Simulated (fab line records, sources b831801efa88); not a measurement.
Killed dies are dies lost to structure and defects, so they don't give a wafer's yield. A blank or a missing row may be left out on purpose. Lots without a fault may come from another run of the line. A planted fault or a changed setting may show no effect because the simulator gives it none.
fab line records | flow sky130 | part 2 of 2: steps 29 to 39 of 39
record lots=5 wafers=15 last_day=50
route steps=708 shown CONTACT@415 METAL1@434
lots that met no fault: from a run of the same line without faults
start_h: hours from the record's first day to the start of the lot's first wafer shown | wait_h: hours since the lot's step before | " the same as in the row above | L1.1+2: a row that stands for several wafers | - no value, or no start given | * or withheld: withheld | < > ~ a bound
route shown NAME@n: a module of which the file shows steps, and the number in the route of the first | usual: mean/standard deviation of fault-free wafers | same: alike in all rows | chamber/n: place in a boat | sites: the reading at each site | _std_site: their standard deviation | _edge_site: outer sites' mean less inner sites' | radius_mm: how far each site lies from the wafer's centre | mask NAME#n: copy n | behind: the tool/chamber that last shaped the wafer | hold: why the lot was held/for how many hours/how that ended | device: the transistor (n, p or np) that didn't switch | end of line: the same wafers' tests at the end of the route | a step without rows: its recipe alone | killed: dies lost to structure and defects at the first sort, not the wafer's yield | map: a wafer's dies, x killed, . not, _ none there
set.NAME: the setting as run; set.NAME@STEP: as run at that earlier step | model.NAME: the simulator's own value behind a step, which no gauge read
lots at some steps of the route; a table a step, a row a wafer
services: from which hour (start_h, from the record's first day; less than 0 if before it) a tool's chamber was out of use, for how many hours, and why
## steps
# step SKY_METAL1_COAT_09
# recipe resist=BARC temp_c=withheld time_s=withheld spin_rpm=3000 resist_thk_nm=60
# columns lot.wafer tool chamber start_h wait_h
L075.2+3+4 litho_track-02 0 760.14 0.1
L086.4+5+6 litho_track-01 0 839.79 0.1
L090.2+3+4 litho_track-02 0 882.64 0.1
L092.1+2+6 litho_track-02 0 886.71 0.1
L097.2+3+4 litho_track-01 0 926.54 0.1
# step SKY_METAL1_COAT_10
# recipe resist=KrF-thick spin_rpm=3000 resist_thk_nm=450
# columns lot.wafer tool chamber start_h wait_h
L075.2+3+4 litho_track-02 0 - -
L086.4+5+6 litho_track-01 0 - -
L090.2+3+4 litho_track-02 0 - -
L092.1+2+6 litho_track-02 0 - -
L097.2+3+4 litho_track-01 0 - -
# step SKY_METAL1_SOFTBAKE_11
# recipe temp_c=100 time_s=90 resist=KrF-thick
# columns lot.wafer tool chamber start_h wait_h
L075.2+3+4 litho_track-02 0 - -
L086.4+5+6 litho_track-01 0 - -
L090.2+3+4 litho_track-02 0 - -
L092.1+2+6 litho_track-02 0 - -
L097.2+3+4 litho_track-01 0 - -
# step SKY_METAL1_EXPOSE_12
# recipe mask_id=MM1 na=0.8 source_shape=annular sigma_inner=0.55 sigma_outer=0.85 target_cd_nm=140 dose_mj=28
# same na=0.8
# columns lot.wafer tool chamber start_h wait_h mask
L075.2+3+4 krf_scanner-01 0 - - MM1#0
L086.4+5+6 krf_scanner-01 0 - - MM1#0
L090.2+3+4 krf_scanner-01 0 - - MM1#0
L092.1+2+6 krf_scanner-01 0 - - MM1#0
L097.2+3+4 krf_scanner-01 0 - - MM1#0
# step SKY_METAL1_PEB_13
# recipe peb_temp_c=withheld peb_time_s=withheld resist=KrF-thick
# columns lot.wafer tool chamber start_h wait_h
L075.2+3+4 litho_track-04 0 - -
L086.4+5+6 litho_track-04 0 - -
L090.2+3+4 litho_track-01 0 - -
L092.1+2+6 litho_track-02 0 - -
L097.2+3+4 litho_track-04 0 - -
# step SKY_METAL1_DEVELOP_14
# recipe develop_time_s=60 resist=KrF-thick dev_temp_c=21
# usual developer_temp_C=20.99/0.087
# columns lot.wafer tool chamber start_h wait_h developer_temp_C
L075.2 litho_track-04 0 - - 20.91
L075.3 " 0 " " 20.89
L075.4 " 0 " " 20.87
L086.4 litho_track-04 0 - - 20.92
L086.5 " 0 " " 20.93
L086.6 " 0 " " 20.93
L090.2 litho_track-01 0 - - 20.95
L090.3 " 0 " " 20.94
L090.4 " 0 " " 21.02
L092.1 litho_track-02 0 - - 20.88
L092.2 " 0 " " 20.93
L092.6 " 0 " " 21.09
L097.2 litho_track-04 0 - - 20.94
L097.3 " 0 " " 21.06
L097.4 " 0 " " 20.85
# step SKY_METAL1_CD_MEAS_15
# recipe target_cd_nm=140
# usual cd_nm=139.9/1.4
# columns lot.wafer tool chamber start_h wait_h cd_nm
L075.2 cd_sem-01 - 773.33 - 140.6
L075.3 " - " " 141.4
L075.4 " - " " 141.2
L086.4 cd_sem-02 - 852.32 - 140.0
L086.5 " - " " 138.4
L086.6 " - " " 139.0
L090.2 cd_sem-01 - 896.14 - 141.5
L090.3 " - " " 141.5
L090.4 " - " " 140.7
L092.1 cd_sem-01 - 899.51 - 140.4
L092.2 " - " " 141.4
L092.6 " - " " 141.5
L097.2 cd_sem-02 - 939.13 - 141.4
L097.3 " - " " 141.3
L097.4 " - " " 141.2
# step SKY_METAL1_OVL_MEAS_16
# usual METAL1_OVL=8/4.5
# columns lot.wafer tool chamber start_h wait_h METAL1_OVL[nm]
L075.2 overlay-01 - 773.43 0.1 3
L075.3 " - " " 6
L075.4 " - " " 4
L086.4 overlay-02 - 852.40 0.1 15
L086.5 " - " " 15
L086.6 " - " " 6
L090.2 overlay-02 - 896.24 0.1 4
L090.3 " - " " 7
L090.4 " - " " 8
L092.1 overlay-01 - 899.63 0.1 9
L092.2 " - " " 1
L092.6 " - " " 5
L097.2 overlay-01 - 939.24 0.1 7
L097.3 " - " " 9
L097.4 " - " " 17
# step SKY_METAL1_DESCUM_17
# recipe chemistry=O2 source_power_w=150 bias_power_w=0 pressure_mtorr=10 temp_c=40 time_s=8
# usual drypump_motor_current_A=5.54/0.16 oes_product_au=0.996/0.011
# columns lot.wafer tool chamber start_h wait_h drypump_motor_current_A oes_product_au rf_hours_counter_h
L075.2 rie_metal-02 1 773.46 0.0 5.64 1.013 14
L075.3 " 0 " " 5.65 0.970 -
L075.4 " 1 " " 5.65 1.020 -
L086.4 rie_metal-02 0 852.43 0.0 5.65 0.989 -
L086.5 " 1 " " 5.61 0.987 -
L086.6 " 0 " " 5.61 0.984 -
L090.2 rie_metal-04 1 896.27 0.0 5.30 0.979 9
L090.3 " 0 " " 5.36 1.012 -
L090.4 " 1 " " 5.30 0.994 -
L092.1 rie_metal-02 1 899.67 0.0 5.63 1.002 4
L092.2 " 0 " " 5.67 1.003 11
L092.6 " 0 " " 5.68 0.992 -
L097.2 rie_metal-02 0 939.27 0.0 5.70 0.989 12
L097.3 " 1 " " 5.60 1.002 -
L097.4 " 0 " " 5.59 0.995 -
# step SKY_METAL1_ETCH_18
# recipe chemistry=N2/H2 target=BARC ion_energy_ev=200 bias_w=100 pressure_mtorr=30 n2_flow_sccm=100 h2_flow_sccm=200 icp_w=500 stop_on=SiO2 time_s=45.9 target_depth_a=600
# usual drypump_motor_current_A=5.55/0.16 oes_product_au=0.854/0.005 throttle_valve_pct=13.225/0.0091
# columns lot.wafer tool chamber start_h wait_h drypump_motor_current_A oes_product_au rf_hours_counter_h throttle_valve_pct
L075.2 rie_metal-02 1 773.50 0.0 5.62 0.860 14 13.228
L075.3 " 0 " " 5.69 0.856 - 13.244
L075.4 " 1 " " 5.63 0.852 - 13.215
L086.4 rie_metal-02 0 852.47 0.0 5.71 0.860 - 13.233
L086.5 " 1 " " 5.63 0.850 - 13.235
L086.6 " 0 " " 5.74 0.853 - 13.228
L090.2 rie_metal-04 1 896.30 0.0 5.32 0.856 9 13.217
L090.3 " 0 " " 5.37 0.849 - 13.230
L090.4 " 1 " " 5.32 0.852 - 13.235
L092.1 rie_metal-02 1 899.70 0.0 5.63 0.848 4 13.231
L092.2 " 0 " " 5.68 0.848 11 13.229
L092.6 " 0 " " 5.73 0.856 - 13.227
L097.2 rie_metal-02 0 939.30 0.0 5.63 0.856 12 13.242
L097.3 " 1 " " 5.64 0.849 - 13.225
L097.4 " 0 " " 5.65 0.860 - 13.224
# step SKY_METAL1_METAL_ETCH_19
# recipe target_depth_a=3600 stop_on=SiO2 over_etch_frac=0.3 time_s=78 chemistry=Cl2/BCl3 resist_sidewall_deg=88 pressure_mtorr=10 icp_w=900 bias_w=48.5 Cl2_flow_sccm=60 bcl3_flow_sccm=30
# usual drypump_motor_current_A=5.55/0.17 oes_product_au=0.854/0.0064 throttle_valve_pct=22.265/0.0091
# columns lot.wafer tool chamber start_h wait_h drypump_motor_current_A oes_product_au rf_hours_counter_h throttle_valve_pct
L075.2 rie_metal-02 1 773.56 0.0 5.64 0.857 14 22.265
L075.3 " 0 " " 5.70 0.848 - 22.265
L075.4 " 1 " " 5.65 0.858 - 22.262
L086.4 rie_metal-02 0 852.54 0.1 5.71 0.854 - 22.256
L086.5 " 1 " " 5.63 0.848 - 22.254
L086.6 " 0 " " 5.68 0.854 - 22.280
L090.2 rie_metal-04 1 896.37 0.0 5.30 0.853 9 22.260
L090.3 " 0 " " 5.37 0.841 - 22.247
L090.4 " 1 " " 5.30 0.861 - 22.260
L092.1 rie_metal-02 1 899.76 0.0 5.62 0.853 5 22.274
L092.2 " 0 " " 5.66 0.850 11 22.248
L092.6 " 0 " " 5.69 0.846 - 22.259
L097.2 rie_metal-02 0 939.36 0.0 5.67 0.852 12 22.260
L097.3 " 1 " " 5.65 0.859 - 22.270
L097.4 " 0 " " 5.66 0.856 - 22.268
## services
# columns tool chamber start_h hours kind
rie_diel-02 - 740.64 1.9 repair
wet_bench-04 - 741.92 47.4 repair
cmp-01 - 744.05 4.0 pm
krf_scanner-01 - 746.09 1.0 pm
rie_metal-04 - 747.25 2.8 pm
cvd_w-02 1 753.81 14.7 repair
cmp-01 - 763.56 0.2 repair
wet_bench-03 - 764.39 1.9 pm
krf_scanner-01 - 772.11 1.3 pm
cvd_w-02 - 781.46 2.8 pm
wet_bench-04 - 789.28 1.9 pm
krf_scanner-01 - 802.36 36.0 pm
pvd_sputter-03 - 818.83 13.6 repair
rie_diel-03 0 835.04 3.9 repair
krf_scanner-01 - 839.45 0.8 pm
pvd_sputter-03 - 843.01 26.9 repair
krf_scanner-01 - 855.86 0.8 pm
pvd_sputter-03 - 857.44 0.9 repair
pvd_sputter-02 - 866.69 0.6 repair
krf_scanner-01 - 903.96 4.4 pm
pvd_sputter-04 - 910.02 4.1 repair
krf_scanner-01 - 915.09 1.0 pm
pvd_sputter-02 - 932.88 0.8 repair
pvd_sputter-03 - 933.42 75.8 repair
